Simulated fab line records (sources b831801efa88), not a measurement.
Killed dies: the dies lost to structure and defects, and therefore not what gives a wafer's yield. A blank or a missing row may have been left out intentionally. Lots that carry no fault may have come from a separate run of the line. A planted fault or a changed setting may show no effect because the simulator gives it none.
Which tool was responsible? -- flow sky130 -- 72 wafers from 24 lots sampled at 4 of the route's 708 steps

== WHAT THE GAUGES READ, wafer by wafer ==
SKY_VIA2_THK_MEAS_01.
lot,measured,on,VIA2_HDPCVD_THK (nm)
L074,day 35 20:29,film-metro-04,1203 1213 1183
L076,day 36 04:26,film-metro-02,1185 1183 1191
L075,day 36 06:10,film-metro-02,1183 1198 1193
L077,day 36 09:44,film-metro-02,1208 1176 1194
L078,day 36 14:38,film-metro-02,1211 1220 1196
L079,day 36 20:29,film-metro-02,1194 1178 1189
L081,day 37 10:44,film-metro-04,1220 1211 1193
L080,day 37 15:28,film-metro-02,1213 1213 1187
L082,day 37 15:42,film-metro-04,1210 1206 1198
L083,day 38 02:09,film-metro-02,1191 1185 1191
L084,day 38 11:33,film-metro-01,1176 1195 1210
L085,day 38 20:32,film-metro-04,1195 1199 1192
L086,day 38 22:25,film-metro-02,1187 1201 1204
L087,day 39 03:49,film-metro-04,1197 1192 1181
L088,day 39 09:25,film-metro-01,1158 1188 1195
L089,day 39 15:11,film-metro-04,1199 1193 1210
L090,day 40 03:11,film-metro-02,1186 1194 1169
L091,day 40 03:57,film-metro-02,1204 1188 1210
L092,day 40 18:23,film-metro-02,1187 1181 1186
L093,day 40 19:40,film-metro-01,1182 1196 1194
L094,day 41 07:03,film-metro-04,1182 1174 1187
L095,day 41 13:55,film-metro-04,1196 1179 1175
L096,day 41 16:32,film-metro-02,1180 1196 1164
L097,day 41 22:11,film-metro-04,1172 1169 1180

SKY_METAL3_CD_MEAS_13: the cd target is 300 nm.
lot,measured,on,cd-nm (nm)
L074,day 39 04:35,cd-sem-01,299.3 299.9 299.8
L076,day 39 10:47,cd-sem-01,298.8 298.4 298.4
L075,day 39 12:56,cd-sem-01,298.7 300.5 299.5
L077,day 39 16:17,cd-sem-02,300.4 299.1 299.2
L078,day 39 21:07,cd-sem-01,300.1 299.2 299.8
L079,day 40 02:24,cd-sem-01,296.1 296.9 297.4
L081,day 40 15:28,cd-sem-02,300.3 298.7 298.2
L080,day 40 20:57,cd-sem-02,299.9 298.8 300.2
L082,day 40 21:30,cd-sem-01,301.0 301.8 300.4
L083,day 41 07:31,cd-sem-02,299.9 299.9 300.5
L084,day 41 15:52,cd-sem-02,300.2 298.3 300.6
L085,day 42 00:37,cd-sem-01,301.7 299.3 300.1
L086,day 42 02:45,cd-sem-02,300.2 299.8 300.2
L087,day 42 07:41,cd-sem-01,301.5 302.9 302.1
L088,day 42 12:42,cd-sem-02,299.9 298.6 299.2
L089,day 42 19:43,cd-sem-01,299.0 299.8 299.9
L090,day 43 06:25,cd-sem-02,300.6 299.3 300.5
L091,day 43 07:10,cd-sem-01,299.7 302.1 299.3
L092,day 43 19:46,cd-sem-01,299.4 301.2 300.4
L093,day 43 21:08,cd-sem-02,299.2 297.9 298.7
L094,day 44 07:43,cd-sem-02,299.4 298.6 299.3
L095,day 44 13:34,cd-sem-02,299.6 301.1 299.7
L096,day 44 15:55,cd-sem-02,299.7 299.1 300.7
L097,day 44 21:31,cd-sem-02,300.7 301.5 300.3

SKY_VIA3_THK_MEAS_23: measures by xrf.
lot,measured,on,VIA3_W_THK (nm)
L074,day 40 08:59,film-metro-01,378 375 377
L076,day 40 13:54,film-metro-03,373 375 372
L075,day 40 16:13,film-metro-01,379 376 373
L077,day 40 19:15,film-metro-04,372 376 376
L078,day 41 00:46,film-metro-04,379 388 385
L079,day 41 05:54,film-metro-03,379 380 386
L081,day 41 17:56,film-metro-04,378 387 377
L080,day 42 00:05,film-metro-01,377 384 383
L082,day 42 00:47,film-metro-03,381 383 375
L083,day 42 10:21,film-metro-03,370 370 372
L084,day 42 18:28,film-metro-03,378 380 383
L085,day 43 03:25,film-metro-01,375 383 374
L086,day 43 05:15,film-metro-03,382 379 376
L087,day 43 09:37,film-metro-03,376 378 372
L088,day 43 15:32,film-metro-01,381 379 379
L089,day 43 21:24,film-metro-04,375 377 379
L090,day 44 07:43,film-metro-01,386 384 384
L091,day 44 08:14,film-metro-01,377 378 379
L092,day 44 20:31,film-metro-03,374 378 374
L093,day 44 22:22,film-metro-04,366 372 364
L094,day 45 08:29,film-metro-04,381 377 380
L095,day 45 13:40,film-metro-01,382 382 385
L096,day 45 16:56,film-metro-04,385 388 383
L097,day 45 22:25,film-metro-01,384 384 379

== WHICH TOOL RAN EACH LOT (tool, then ch and the chambers of the sampled wafers, then the start) ==
lot,SKY_VIA1_ETCH_14
L074,"rie-diel-03 ch 1,3, day 34 15:31"
L076,"rie-diel-02 ch 0,2,3, day 34 23:25"
L075,"rie-diel-04 ch 0,2,3, day 35 00:51"
L077,"rie-diel-03 ch 1,3, day 35 05:42"
L078,"rie-diel-03 ch 0,2, day 35 09:36"
L079,"rie-diel-02 ch 1,2, day 35 15:36"
L081,"rie-diel-02 ch 0,2,3, day 36 06:15"
L080,"rie-diel-02 ch 0,1,3, day 36 11:47"
L082,"rie-diel-04 ch 1,2, day 36 12:08"
L083,"rie-diel-03 ch 0,2,3, day 36 22:11"
L084,"rie-diel-03 ch 0,2,3, day 37 07:46"
L085,"rie-diel-04 ch 0,1,3, day 37 16:55"
L086,"rie-diel-03 ch 0,2, day 37 18:28"
L087,"rie-diel-04 ch 0,1,3, day 38 00:10"
L088,"rie-diel-02 ch 0,1,3, day 38 06:26"
L089,"rie-diel-02 ch 0,2, day 38 11:50"
L090,"rie-diel-02 ch 0,1,2, day 38 23:44"
L091,"rie-diel-04 ch 0,1, day 39 00:36"
L092,"rie-diel-04 ch 0,1, day 39 16:01"
L093,"rie-diel-02 ch 2,3, day 39 16:45"
L094,"rie-diel-03 ch 0,1,3, day 40 04:16"
L095,"rie-diel-02 ch 1,2, day 40 10:49"
L096,"rie-diel-02 ch 0,1,2, day 40 13:16"
L097,"rie-diel-04 ch 0,3, day 40 19:06"
- SKY_VIA1_ETCH_14: etches BARC in N2/H2, stops on SiO2, time 45.9 s, target depth 60 nm.

== WHAT THE TOOLS THEMSELVES READ (means of the sampled wafers that have a number; where no wafer has one, the mark that the record gives instead) ==
SKY_VIA1_ETCH_14.
lot,tool,drypump-motor-current-A (A),h2-flow-sccm (sccm),oes-product-au (a.u.),throttle-valve-pct (%)
L074,rie-diel-03,5.0,199.9,0.851,13.226
L076,rie-diel-02,5.6,200.4,0.854,13.221
L075,rie-diel-04,5.6,199.9,0.853,13.237
L077,rie-diel-03,5.0,200.5,0.855,13.222
L078,rie-diel-03,5.8,200.1,0.851,13.231
L079,rie-diel-02,5.6,200.1,0.857,13.227
L081,rie-diel-02,5.6,199.6,0.856,13.225
L080,rie-diel-02,5.6,199.8,0.856,13.231
L082,rie-diel-04,5.7,200.5,0.851,13.218
L083,rie-diel-03,5.7,199.4,0.856,13.230
L084,rie-diel-03,5.7,200.5,0.851,13.220
L085,rie-diel-04,5.4,200.2,0.853,13.229
L086,rie-diel-03,5.8,199.5,0.853,13.227
L087,rie-diel-04,5.4,200.2,0.852,13.225
L088,rie-diel-02,5.6,200.0,0.850,13.219
L089,rie-diel-02,5.3,200.0,0.859,13.222
L090,rie-diel-02,5.4,200.0,0.856,13.223
L091,rie-diel-04,5.7,200.3,0.848,13.227
L092,rie-diel-04,5.6,199.8,0.853,13.222
L093,rie-diel-02,5.8,200.0,0.854,13.222
L094,rie-diel-03,5.3,199.9,0.858,13.228
L095,rie-diel-02,5.6,199.8,0.856,13.225
L096,rie-diel-02,5.4,200.2,0.852,13.221
L097,rie-diel-04,5.5,199.6,0.857,13.232

== THE ANSWER, worked out from the rows above alone ==
Rule: the lots themselves supply what counts as usual. The widest of any qualifying gaps counts: lots, ordered by their means at a reading, are off when they make up no more than a third of the lots, leave a main group of 4 or more, and stand apart from it by 3 or more times the standard deviation of that group's means. Not used: any main group whose means are identical at the precision the tables above print for the reading. A lot without any number at a reading at which 4 lots or more have one is off too. The other lots that the step has rows for count as sound. After the gauges, taken in route order, come the tools' own readings; for these a lot's mean is taken, as printed above. The first step at which some lot is off is used, and at that step the reading that is off furthest; a lot without a number counts as furthest.
No lot is off on any of the readings shown, so nothing can be concluded from this.

== WHAT THE SIMULATOR HAD INSERTED ==
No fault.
